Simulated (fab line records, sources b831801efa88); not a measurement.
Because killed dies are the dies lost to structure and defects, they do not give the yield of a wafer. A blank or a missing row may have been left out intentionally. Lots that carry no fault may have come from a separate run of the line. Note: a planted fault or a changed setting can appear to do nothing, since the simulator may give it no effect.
fab line records	flow sky130
record lots=6	wafers=18	last-day=49
route steps=708 shown VIA1@467 METAL2@483 PAD_OPEN@708
lots that met no fault: from a run of the same line without faults
start-h: the number of hours between the record's first day and the start of the first shown wafer of the lot	wait-h: hours elapsed since this lot's preceding step	" the same as in the row above	L1.1+2: several wafers, shown together as one row	- no value, or no start was given	* or withheld: withheld	< > ~ a bound
route shown NAME@n: a module of which the file shows steps, and the number in the route of the first	usual: average and standard deviation across the fault-free wafers	same: alike in all rows	chamber/n: place in a boat	sites: each site's reading	_std_site: standard deviation across them	_edge_site: outer sites' mean less inner sites'	radius-mm: how far each site lies from the wafer's centre	mask NAME#n: copy n	behind: the most recent tool/chamber to have shaped the wafer	hold: reason for holding the lot/hours on hold/outcome of the hold	device: transistor that didn't switch, given as n, p or np	end of line: the route-end tests of the same wafers	a step without rows: its recipe alone	killed: not the wafer's yield, but the dies lost to structure and defects at the first sort	map: the dies of a wafer, with x for killed, . for not killed, _ for no die there
set.NAME: the setting as run; set.NAME@STEP: as run at that earlier step	model.NAME: the simulator's own value behind a step, which no gauge read
a table for each step, a row for each wafer; lots at some steps of the route
services: a tool's chamber out of use, with start hour (start-h, from the record's first day; less than 0 if before it), hours out, and reason
## steps
# step SKY_VIA1_EXPOSE_09
# recipe mask-id=VIM	na=0.8	source-shape=annular	sigma-inner=0.55	sigma-outer=0.85	target-cd-nm=150	dose-mj=38
# step SKY_VIA1_PEB_10
# recipe peb-temp-c=withheld	peb-time-s=withheld	resist=KrF-thick
# step SKY_VIA1_DEVELOP_11
# recipe develop-time-s=60	resist=KrF-thick	dev-temp-c=21
# step SKY_VIA1_CD_MEAS_12
# recipe target-cd-nm=150
# usual cd-nm=148.9/1.8
lot.wafer	tool	chamber	start-h	wait-h	cd-nm
L297.1	cd-sem-02	-	823.29	-	144.9
L297.4	"	-	"	"	146.2
L297.5	"	-	"	"	145.9
L302.4	cd-sem-02	-	846.46	-	148.2
L302.5	"	-	"	"	146.7
L302.6	"	-	"	"	146.8
L309.3	cd-sem-02	-	884.04	-	151.0
L309.4	"	-	"	"	150.5
L309.6	"	-	"	"	150.2
L310.2	cd-sem-01	-	890.58	-	148.2
L310.4	"	-	"	"	146.8
L310.5	"	-	"	"	146.4
L311.1	cd-sem-02	-	897.15	-	148.2
L311.2	"	-	"	"	148.8
L311.4	"	-	"	"	149.8
L315.2	cd-sem-01	-	935.01	-	149.4
L315.3	"	-	"	"	151.7
L315.5	"	-	"	"	150.0
# step SKY_VIA1_OVL_MEAS_13
# usual VIA1_OVL=-2/4.1
lot.wafer	tool	chamber	start-h	wait-h	VIA1_OVL[nm]
L297.1	overlay-02	-	823.41	0.1	-4
L297.4	"	-	"	"	-1
L297.5	"	-	"	"	-4
L302.4	overlay-01	-	846.54	0.1	-5
L302.5	"	-	"	"	-2
L302.6	"	-	"	"	-4
L309.3	overlay-02	-	884.13	0.1	9
L309.4	"	-	"	"	-2
L309.6	"	-	"	"	-5
L310.2	overlay-02	-	890.69	0.1	-5
L310.4	"	-	"	"	-4
L310.5	"	-	"	"	-8
L311.1	overlay-01	-	897.27	0.1	-4
L311.2	"	-	"	"	0
L311.4	"	-	"	"	0
L315.2	overlay-01	-	935.12	0.1	6
L315.3	"	-	"	"	1
L315.5	"	-	"	"	-2
# step SKY_VIA1_ETCH_14
# recipe chemistry=N2/H2	target=BARC	ion-energy-ev=200	source-w=500	bias-w=100	pressure-mtorr=30	n2-flow-sccm=100	h2-flow-sccm=200	stop-on=SiO2	time-s=45.9	target-depth-a=600
# usual drypump-motor-current-A=5.6/0.33	h2-flow-sccm=200.1/0.6	oes-product-au=0.854/0.0051	rf-fwd-power-W=495.1/2.2	throttle-valve-pct=13.225/0.0094
lot.wafer	tool	chamber	start-h	wait-h	drypump-motor-current-A	h2-flow-sccm	oes-product-au	rf-fwd-power-W	rf-hours-counter-h	throttle-valve-pct
L297.1	rie-diel-01	0	823.45	0.0	5.8	200.2	0.857	490.4	22	13.242
L297.4	"	1	"	"	5.5	200.1	0.860	497.6	14	13.221
L297.5	"	3	"	"	5.4	199.9	0.852	492.9	-	13.220
L302.4	rie-diel-02	2	846.56	0.0	6.0	200.2	0.861	496.3	3	13.225
L302.5	"	1	"	"	5.7	200.0	0.853	498.2	-	13.218
L302.6	"	0	"	"	6.0	199.6	0.852	497.7	-	13.199
L309.3	rie-diel-01	0	884.16	0.0	5.8	199.7	0.849	493.8	24	13.220
L309.4	"	1	"	"	5.5	199.6	0.856	497.8	16	13.212
L309.6	"	0	"	"	5.8	199.3	0.858	492.9	-	13.221
L310.2	rie-diel-02	2	890.72	0.0	5.9	198.7	0.845	497.0	4	13.249
L310.4	"	0	"	"	6.0	200.2	0.849	496.9	8	13.226
L310.5	"	1	"	"	5.7	199.9	0.853	493.8	-	13.247
L311.1	rie-diel-03	1	897.31	0.0	5.5	200.5	0.857	497.0	5	13.220
L311.2	"	2	"	"	5.7	201.0	0.860	493.3	12	13.222
L311.4	"	3	"	"	5.0	200.1	0.861	492.9	7	13.239
L315.2	rie-diel-03	0	935.15	0.0	5.1	200.0	0.847	491.7	14	13.226
L315.3	"	2	"	"	5.7	200.3	0.847	497.9	13	13.217
L315.5	"	1	"	"	5.6	200.9	0.857	495.9	-	13.233
# step SKY_VIA1_ETCH_15
# recipe target=SiO2	chemistry=C4F8/O2/Ar	target-depth-nm=351	stop-on=TiN	mask-material=KrF-thick	source-w=1500	bias-w=1200	pressure-mtorr=40	c4f8-flow-sccm=withheld	O2_flow_sccm=6	Ar_flow_sccm=300	time-s=54
# usual oes-product-au=0.982/0.0052	rf-fwd-power-W=1487/6.1
lot.wafer	tool	chamber	start-h	wait-h	oes-product-au	rf-fwd-power-W	rf-hours-counter-h
L297.1	rie-diel-01	0	823.49	0.0	0.981	1476	22
L297.4	"	1	"	"	0.979	1486	14
L297.5	"	3	"	"	0.981	1483	-
L302.4	rie-diel-02	2	846.60	0.0	0.988	1484	4
L302.5	"	1	"	"	0.985	1486	-
L302.6	"	0	"	"	0.978	1491	-
L309.3	rie-diel-01	0	884.20	0.0	0.985	1479	24
L309.4	"	1	"	"	0.980	1487	16
L309.6	"	0	"	"	0.982	1477	-
L310.2	rie-diel-02	2	890.76	0.0	0.988	1492	4
L310.4	"	0	"	"	0.980	1492	8
L310.5	"	1	"	"	0.990	1482	-
L311.1	rie-diel-03	1	897.35	0.0	0.985	1492	5
L311.2	"	2	"	"	0.984	1491	12
L311.4	"	3	"	"	0.982	1482	7
L315.2	rie-diel-03	0	935.19	0.0	0.988	1486	14
L315.3	"	2	"	"	0.993	1492	13
L315.5	"	1	"	"	0.982	1494	-
# step SKY_VIA1_STRIP_16
# recipe chemistry=O2/N2	power-w=1400	pressure-mtorr=1500	platen-temp-c=withheld	o2-flow-sccm=3000	n2-flow-sccm=300	overash-fraction=0.5
# usual drypump-motor-current-A=5.9/0.52	oes-product-au=0.416/0.0051	strip-time-to-endpoint-s=4.457/0.022
lot.wafer	tool	chamber	start-h	wait-h	drypump-motor-current-A	oes-product-au	rf-hours-counter-h	strip-time-to-endpoint-s
L297.1	plasma-asher-03	0	823.54	0.0	5.8	0.412	74	4.479
L297.4	"	0	"	"	5.8	0.408	-	4.463
L297.5	"	0	"	"	5.8	0.422	-	4.474
L302.4	plasma-asher-01	1	846.68	0.1	5.6	0.420	-	4.471
L302.5	"	1	"	"	5.6	0.418	-	4.445
L302.6	"	0	"	"	6.1	0.421	-	4.463
L309.3	plasma-asher-03	1	884.28	0.1	5.3	0.411	-	4.440
L309.4	"	0	"	"	5.8	0.419	-	4.473
L309.6	"	1	"	"	5.3	0.416	-	4.438
L310.2	plasma-asher-03	0	890.81	0.0	5.8	0.423	81	4.472
L310.4	"	0	"	"	5.8	0.402	-	4.455
L310.5	"	1	"	"	5.3	0.416	-	4.464
L311.1	plasma-asher-02	0	897.40	0.0	6.1	0.415	46	4.486
L311.2	"	1	"	"	6.8	0.415	46	4.481
L311.4	"	1	"	"	6.8	0.412	-	4.489
L315.2	plasma-asher-03	1	935.24	0.0	5.3	0.414	86	4.439
L315.3	"	0	"	"	5.8	0.402	-	4.429
L315.5	"	0	"	"	5.8	0.411	-	4.443
# step SKY_VIA1_STRIP_17
# recipe chemistry=post-etch-residue-remover	time-s=1200	temp-c=72.5
# step SKY_VIA1_CLEAN_18
# recipe chemistry=IPA	time-s=180	temp-c=25
# step SKY_VIA1_CLEAN_19
# recipe chemistry=O3/DIW	dry=n2-spin
# step SKY_VIA1_SPUTTER_20
# recipe material=TiN	target-thk-nm=20	chamber-pressure-pa=5	power-w=4000	time-s=80
# usual throttle-valve-pct=30.0/1
lot.wafer	tool	chamber	start-h	wait-h	throttle-valve-pct
L297.1	pvd-sputter-04	-	824.13	0.0	29.3
L297.4	"	-	"	"	28.1
L297.5	"	-	"	"	29.2
L302.4	pvd-sputter-01	-	847.27	0.0	30.1
L302.5	"	-	"	"	30.5
L302.6	"	-	"	"	30.4
L309.3	pvd-sputter-02	-	884.84	0.0	29.1
L309.4	"	-	"	"	30.3
L309.6	"	-	"	"	30.8
L310.2	pvd-sputter-01	-	891.40	0.0	30.2
L310.4	"	-	"	"	30.5
L310.5	"	-	"	"	30.3
L311.1	pvd-sputter-04	-	898.03	0.0	29.1
L311.2	"	-	"	"	31.1
L311.4	"	-	"	"	27.9
L315.2	pvd-sputter-04	-	936.21	0.0	31.0
L315.3	"	-	"	"	29.3
L315.5	"	-	"	"	28.9
# step SKY_VIA1_CVD_21
# recipe material=W	target-thk-nm=270	time-s=80.902	temp-c=400	pressure-torr=40
# usual chamber-pressure-Torr=40.01/0.095	heater-power-w=874/45
lot.wafer	tool	chamber	start-h	wait-h	chamber-pressure-Torr	heater-power-w	since-wet-clean-h	model.W_of_VIA1_CVD_21.thk-nm
L297.1	cvd-w-02	0	824.19	0.0	39.83	933	920	266.5
L297.4	"	1	"	"	40.23	834	-	269.6
L297.5	"	1	"	"	40.16	838	-	269.1
L302.4	cvd-w-01	0	847.33	0.0	39.95	877	-	266.8
L302.5	"	1	"	"	39.93	904	-	271.5
L302.6	"	0	"	"	40.14	863	-	269.2
L309.3	cvd-w-01	1	884.93	0.1	65.77	899	-	353.6
L309.4	"	0	"	"	65.86	874	-	345.1
L309.6	"	0	"	"	65.86	907	-	344.7
L310.2	cvd-w-01	0	891.46	0.0	65.81	879	486	345.6
L310.4	"	1	"	"	65.70	890	-	351.3
L310.5	"	1	"	"	65.76	929	-	351
L311.1	cvd-w-02	0	898.09	0.0	40.02	940	994	265.6
L311.2	"	1	"	"	40.05	840	994	268.7
L311.4	"	0	"	"	40.10	910	-	268
L315.2	cvd-w-02	0	936.27	0.0	40.00	856	18	274.1
L315.3	"	0	"	"	39.87	877	-	268.8
L315.5	"	1	"	"	40.13	771	-	276.5
# step SKY_VIA1_RS_MEAS_22
# recipe thk-meas-gauge=four-point-probe	reads=W_of_VIA1_CVD_21+TiN_of_VIA1_SPUTTER_20
# usual VIA1_W_RS=0.426/0.0051
lot.wafer	tool	chamber	start-h	wait-h	VIA1_W_RS[ohm/sq]
L297.1	film-metro-03	-	824.28	0.1	0.433
L297.4	"	-	"	"	0.427
L297.5	"	-	"	"	0.428
L302.4	film-metro-03	-	847.45	0.1	0.432
L302.5	"	-	"	"	0.425
L302.6	"	-	"	"	0.428
L309.3	film-metro-01	-	885.03	0.1	0.324
L309.4	"	-	"	"	0.332
L309.6	"	-	"	"	0.332
L310.2	film-metro-03	-	891.57	0.1	0.333
L310.4	"	-	"	"	0.327
L310.5	"	-	"	"	0.328
L311.1	film-metro-04	-	898.18	0.1	0.433
L311.2	"	-	"	"	0.429
L311.4	"	-	"	"	0.429
L315.2	film-metro-03	-	936.39	0.1	0.419
L315.3	"	-	"	"	0.429
L315.5	"	-	"	"	0.417
# step SKY_VIA1_THK_MEAS_23
# recipe thk-meas-gauge=xrf	reads=W_of_VIA1_CVD_21
# usual VIA1_W_THK=279/4
lot.wafer	tool	chamber	start-h	wait-h	VIA1_W_THK[nm]
L297.1	film-metro-03	-	824.40	0.1	277
L297.4	"	-	"	"	281
L297.5	"	-	"	"	277
L302.4	film-metro-03	-	847.54	0.1	279
L302.5	"	-	"	"	283
L302.6	"	-	"	"	281
L309.3	film-metro-01	-	885.13	0.1	368
L309.4	"	-	"	"	359
L309.6	"	-	"	"	359
L310.2	film-metro-03	-	891.68	0.1	363
L310.4	"	-	"	"	366
L310.5	"	-	"	"	368
L311.1	film-metro-04	-	898.30	0.1	271
L311.2	"	-	"	"	276
L311.4	"	-	"	"	273
L315.2	film-metro-03	-	936.50	0.1	288
L315.3	"	-	"	"	282
L315.5	"	-	"	"	291
# step SKY_VIA1_CMP_24
# recipe stop-on=SiO2	t-overpolish-s=15	down-force-psi=3.5	platen-rpm=60	target-thk-nm=0	pad-velocity-m-s=0.94248
# usual motor-current-A=10.8/0.62	retaining-ring-pressure-frac=0.999/0.0047	time-to-endpoint-s=65.2/2.2
lot.wafer	tool	chamber	start-h	wait-h	motor-current-A	retaining-ring-pressure-frac	time-to-endpoint-s
L297.1	cmp-01	3	824.56	0.1	9.7	0.992	63.1
L297.4	"	0	"	"	11.1	0.993	65.5
L297.5	"	1	"	"	11.0	1.010	65.3
L302.4	cmp-02	2	847.67	0.1	10.4	1.001	64.3
L302.6	"	0	"	"	10.4	0.999	62.9
L302.5	"	1	"	"	12.0	1.005	63.4
L309.3	cmp-02	2	885.38	0.2	10.6	0.999	91.8
L309.4	"	0	"	"	11.1	1.007	87.8
L309.6	"	1	"	"	11.7	0.999	86.6
L310.2	cmp-01	1	891.93	0.2	10.8	0.999	80.2
L310.4	"	2	"	"	10.9	1.004	87.4
L310.5	"	0	"	"	11.4	0.998	82.9
L311.1	cmp-01	0	898.36	0.1	12.1	0.994	61.4
L311.4	"	2	"	"	11.1	1.000	64.7
L311.2	"	3	"	"	10.0	1.000	65.2
L315.3	cmp-02	1	936.60	0.1	11.0	1.001	60.9
L315.2	"	2	"	"	10.4	0.997	64.6
L315.5	"	1	"	"	12.4	0.995	65.6
# step SKY_METAL2_SPUTTER_00
# recipe material=Ti	target-thk-nm=15	power-w=3000	time-s=10	chamber-pressure-pa=0.4
# usual throttle-valve-pct=30.1/0.83
lot.wafer	tool	chamber	start-h	wait-h	throttle-valve-pct
L297.1	pvd-sputter-02	-	824.76	0.1	30.2
L297.4	"	-	"	"	28.9
L297.5	"	-	"	"	30.6
L302.4	pvd-sputter-03	-	847.87	0.1	29.3
L302.5	"	-	"	"	28.8
L302.6	"	-	"	"	30.4
L309.3	pvd-sputter-03	-	885.63	0.2	31.6
L309.4	"	-	"	"	29.4
L309.6	"	-	"	"	28.6
L310.2	pvd-sputter-03	-	892.13	0.1	29.0
L310.4	"	-	"	"	28.7
L310.5	"	-	"	"	30.2
L311.1	pvd-sputter-01	-	898.66	0.2	30.5
L311.2	"	-	"	"	30.2
L311.4	"	-	"	"	30.4
L315.2	pvd-sputter-03	-	936.85	0.1	29.3
L315.3	"	-	"	"	31.5
L315.5	"	-	"	"	28.6
# step SKY_PAD_OPEN_PROBE_99
# usual killed_at_M0_to_M3=44/7.4	killed_at_M4_up=3.0/1.6	killed-at-contacts=24/5	killed-at-front-end=15/4.6	killed-at-other=0.4/0.65	killed-dies=86/9.6	killed-open=48/7.4	killed-short=38/6.9
# same gross-dies=492	killed-at-back-side=0
lot.wafer	tool	chamber	start-h	wait-h	killed_at_M0_to_M3	killed_at_M4_up	killed-at-contacts	killed-at-front-end	killed-at-other	killed-dies	killed-open	killed-short	model.etest.nfet_01v8_lvt.vt-sat-v	model.etest.nfet_01v8_lvt.body-rise-v
L297.1	prober-02	-	1107.96	0.1	45	1	24	9	0	79	49	30	0.5328	0.145
L297.4	prober-02	-	1108.11	0.2	54	6	20	14	0	94	58	36	0.5488	0.1463
L297.5	prober-02	-	1108.16	0.2	40	2	18	16	0	76	47	29	0.5412	0.1451
L302.4	prober-01	-	1116.76	0.2	30	1	26	8	2	67	43	24	0.5384	0.1477
L302.5	prober-01	-	1116.81	0.2	35	2	32	18	0	87	53	34	0.5337	0.1472
L302.6	prober-01	-	1116.86	0.2	35	2	28	18	0	83	53	30	0.5315	0.1457
L309.3	prober-02	-	1146.37	0.2	48	5	25	15	0	93	57	36	0.5291	0.1403
L309.4	prober-02	-	1146.42	0.2	36	5	24	18	0	83	47	36	0.5302	0.1429
L309.6	prober-02	-	1146.52	0.2	34	2	25	16	1	78	44	34	0.5175	0.1398
L310.2	prober-01	-	1151.16	0.1	51	1	24	22	0	98	56	42	0.5297	0.1476
L310.4	prober-01	-	1151.26	0.2	46	2	27	18	0	93	49	44	0.5482	0.1477
L310.5	prober-01	-	1151.31	0.2	43	5	24	25	1	98	51	46	0.5488	0.1502
L311.1	prober-02	-	1155.81	0.1	49	4	27	10	1	91	47	44	0.5517	0.1488
L311.2	prober-02	-	1155.86	0.1	40	1	21	9	1	72	51	20	0.5368	0.1486
L311.4	prober-02	-	1155.96	0.2	49	3	22	17	0	91	50	40	0.5429	0.1477
L315.2	prober-02	-	1186.65	0.1	33	1	23	18	0	75	38	37	0.5331	0.1462
L315.3	prober-02	-	1186.70	0.2	36	2	23	10	3	74	38	34	0.5377	0.1481
L315.5	prober-02	-	1186.80	0.2	43	4	22	12	0	81	36	45	0.5281	0.1468
# killed by level:class
L297.1 VIA1:geometric-particle:open=17 LI_CONTACT:geometric-particle:open=7 CONTACT:geometric-particle:open=7 VIA2:geometric-particle:open=6 CONTACT:geometric-particle:short=6 VIA1:geometric-particle:short=6 METAL1:geometric-particle:short=4 VIA3:geometric-particle:open=4
L297.4 VIA1:geometric-particle:open=18 VIA2:geometric-particle:open=11 CONTACT:geometric-particle:open=10 METAL1:geometric-particle:short=6 FIELD_ISO:geometric-particle:open=5 LOCAL_INTERCONNECT:geometric-particle:short=5 METAL4:geometric-particle:short=5 FIELD_ISO:geometric-particle:short=4
L297.5 VIA1:geometric-particle:open=12 LI_CONTACT:geometric-particle:open=7 VIA3:geometric-particle:open=7 FIELD_ISO:geometric-particle:open=4 POLY_GATE:geometric-particle:open=4 METAL3:geometric-particle:short=4 POLY_GATE:geometric-particle:short=3 LI_CONTACT:geometric-particle:short=3
L302.4 CONTACT:geometric-particle:open=10 LI_CONTACT:geometric-particle:open=8 VIA1:geometric-particle:open=8 VIA2:geometric-particle:open=6 LI_CONTACT:geometric-particle:short=5 VIA3:geometric-particle:open=4 FIELD_ISO:geometric-particle:short=3 CONTACT:geometric-particle:short=3
L302.5 CONTACT:geometric-particle:open=17 VIA1:geometric-particle:open=9 METAL2:geometric-particle:short=9 LI_CONTACT:geometric-particle:open=8 VIA2:geometric-particle:open=7 FIELD_ISO:geometric-particle:short=5 FIELD_ISO:geometric-particle:open=4 CONTACT:geometric-particle:short=3
L302.6 CONTACT:geometric-particle:open=14 VIA3:geometric-particle:open=9 FIELD_ISO:geometric-particle:open=6 LI_CONTACT:geometric-particle:open=6 VIA1:geometric-particle:open=6 VIA2:geometric-particle:open=5 POLY_GATE:geometric-particle:open=4 METAL1:geometric-particle:short=4
L309.3 VIA1:geometric-particle:open=13 CONTACT:geometric-particle:open=11 VIA3:geometric-particle:open=9 VIA2:geometric-particle:open=8 METAL1:geometric-particle:short=5 CONTACT:geometric-particle:short=5 FIELD_ISO:geometric-particle:open=4 FIELD_ISO:geometric-particle:short=3
L309.4 VIA1:geometric-particle:open=10 CONTACT:geometric-particle:open=8 LI_CONTACT:geometric-particle:open=6 VIA2:geometric-particle:short=6 LI_CONTACT:geometric-particle:short=5 SONOS_ONO:geometric-particle:open=4 CONTACT:geometric-particle:short=4 VIA2:geometric-particle:open=4
L309.6 VIA1:geometric-particle:open=11 CONTACT:geometric-particle:open=8 FIELD_ISO:geometric-particle:short=6 LI_CONTACT:geometric-particle:open=5 VIA3:geometric-particle:open=5 POLY_GATE:geometric-particle:open=4 LI_CONTACT:geometric-particle:short=4 LOCAL_INTERCONNECT:geometric-particle:short=4
L310.2 VIA1:geometric-particle:open=17 FIELD_ISO:geometric-particle:open=8 LI_CONTACT:geometric-particle:open=7 CONTACT:geometric-particle:open=6 VIA1:geometric-particle:short=6 VIA2:geometric-particle:open=6 LOCAL_INTERCONNECT:geometric-particle:short=5 VIA3:geometric-particle:open=5
L310.4 VIA3:geometric-particle:open=11 VIA1:geometric-particle:open=11 CONTACT:geometric-particle:short=8 VIA2:geometric-particle:open=7 CONTACT:geometric-particle:open=6 FIELD_ISO:geometric-particle:short=5 POLY_GATE:geometric-particle:open=5 LI_CONTACT:geometric-particle:open=5
L310.5 VIA1:geometric-particle:open=12 FIELD_ISO:geometric-particle:short=8 VIA3:geometric-particle:open=8 LI_CONTACT:geometric-particle:open=8 CONTACT:geometric-particle:open=8 FIELD_ISO:geometric-particle:open=6 POLY_GATE:geometric-particle:open=4 LOCAL_INTERCONNECT:geometric-particle:short=4
L311.1 VIA1:geometric-particle:open=15 CONTACT:geometric-particle:open=11 METAL2:geometric-particle:short=9 VIA1:geometric-particle:short=7 LI_CONTACT:geometric-particle:open=5 LOCAL_INTERCONNECT:geometric-particle:short=5 METAL1:geometric-particle:short=5 CONTACT:geometric-particle:short=4
L311.2 VIA3:geometric-particle:open=12 VIA1:geometric-particle:open=9 VIA2:geometric-particle:open=8 CONTACT:geometric-particle:open=7 LI_CONTACT:geometric-particle:open=5 CONTACT:geometric-particle:short=4 FIELD_ISO:geometric-particle:open=3 LOCAL_INTERCONNECT:geometric-particle:short=3
L311.4 VIA1:geometric-particle:open=12 FIELD_ISO:geometric-particle:open=8 LI_CONTACT:geometric-particle:open=8 VIA3:geometric-particle:open=6 CONTACT:geometric-particle:open=5 VIA2:geometric-particle:open=5 METAL2:geometric-particle:short=5 VIA2:geometric-particle:short=5
L315.2 POLY_GATE:geometric-particle:open=6 METAL1:geometric-particle:short=6 LI_CONTACT:geometric-particle:short=5 VIA2:geometric-particle:open=5 LOCAL_INTERCONNECT:geometric-particle:short=5 CONTACT:geometric-particle:open=5 FIELD_ISO:geometric-particle:short=4 VIA3:geometric-particle:open=4
L315.3 VIA2:geometric-particle:open=9 LI_CONTACT:geometric-particle:open=8 VIA1:geometric-particle:open=6 CONTACT:geometric-particle:short=5 CONTACT:geometric-particle:open=5 VIA3:geometric-particle:short=4 FIELD_ISO:geometric-particle:short=3 LI_CONTACT:geometric-particle:short=3
L315.5 METAL1:geometric-particle:short=9 CONTACT:geometric-particle:short=7 POLY_GATE:geometric-particle:open=6 VIA1:geometric-particle:open=6 VIA1:geometric-particle:short=5 LOCAL_INTERCONNECT:geometric-particle:short=4 CONTACT:geometric-particle:open=4 METAL2:geometric-particle:short=4
## services
tool	chamber	start-h	hours	kind
cmp-01	-	800.70	3.1	repair
rie-diel-01	3	804.22	4.9	repair
cmp-02	-	805.14	1.0	repair
cmp-01	-	808.97	1.9	repair
pvd-sputter-01	-	818.10	1.1	repair
cmp-02	-	820.91	2.7	repair
rie-diel-01	-	824.86	2.8	pm
cvd-w-02	-	828.72	0.8	repair
cmp-01	-	829.99	4.0	pm
rie-diel-01	2	839.22	10.1	repair
cmp-01	-	842.75	0.4	repair
pvd-sputter-04	-	850.81	1.7	repair
rie-diel-02	3	860.19	7.9	repair
rie-diel-02	-	862.02	28.1	pm
rie-diel-03	3	865.36	1.8	repair
cmp-01	-	873.79	9.9	pm
cmp-02	-	889.75	6.3	pm
rie-diel-02	3	896.18	27.6	repair
cmp-02	-	897.26	3.0	repair
rie-diel-01	3	897.86	6.3	repair
cmp-01	-	903.37	2.6	repair
cvd-w-02	-	904.00	14.0	pm
cmp-02	-	905.59	1.4	repair
rie-diel-03	-	910.67	0.5	repair
## key
first-sign step=SKY_VIA1_CVD_21	reading=chamber-pressure-Torr	direction=up	sigmas=99+	usual=40.01	struck=65.79
effect step=SKY_VIA1_RS_MEAS_22	reading=VIA1_W_RS	direction=down	sigmas=19	usual=0.426	struck=0.329
effect step=SKY_VIA1_THK_MEAS_23	reading=VIA1_W_THK	direction=up	sigmas=21	usual=279	struck=364
effect step=SKY_VIA1_CMP_24	reading=time-to-endpoint-s	direction=up	sigmas=9.3	usual=*	struck=*
model-effect step=SKY_VIA1_CVD_21	value=W_of_VIA1_CVD_21.thk-nm	without=271.9	struck=348.5
model-effect step=SKY_PAD_OPEN_PROBE_99	value=etest.nfet_01v8_lvt.vt-sat-v	without=0.544	struck=0.5339
met-at SKY_VIA1_CVD_21
struck-wafers L309.3,L309.4,L309.6,L310.2,L310.4,L310.5
tester-left-out L309
onset-between 847.33 884.93
earlier-fault kind=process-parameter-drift	tool=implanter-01	chamber=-	onset-h=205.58	steps=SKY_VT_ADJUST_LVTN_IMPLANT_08	channel=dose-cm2	offset=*	shape=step	end-h=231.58	acts-in=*	stated=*
fault kind=process-parameter-drift	tool=cvd-w-01	chamber=-	onset-h=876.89	steps=SKY_VIA1_CVD_21	channel=pressure-torr	offset=25.781	shape=step	end-h=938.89	acts-in=these-recipes-only	stated=40
# tester-left-out: of these lots the tester's yield and bins aren't shown, on N5 and GAA mostly nor the transistor test; their killed dies are dies lost to structure and defects alone, not to doping, threshold or leakage, so they don't give the yield
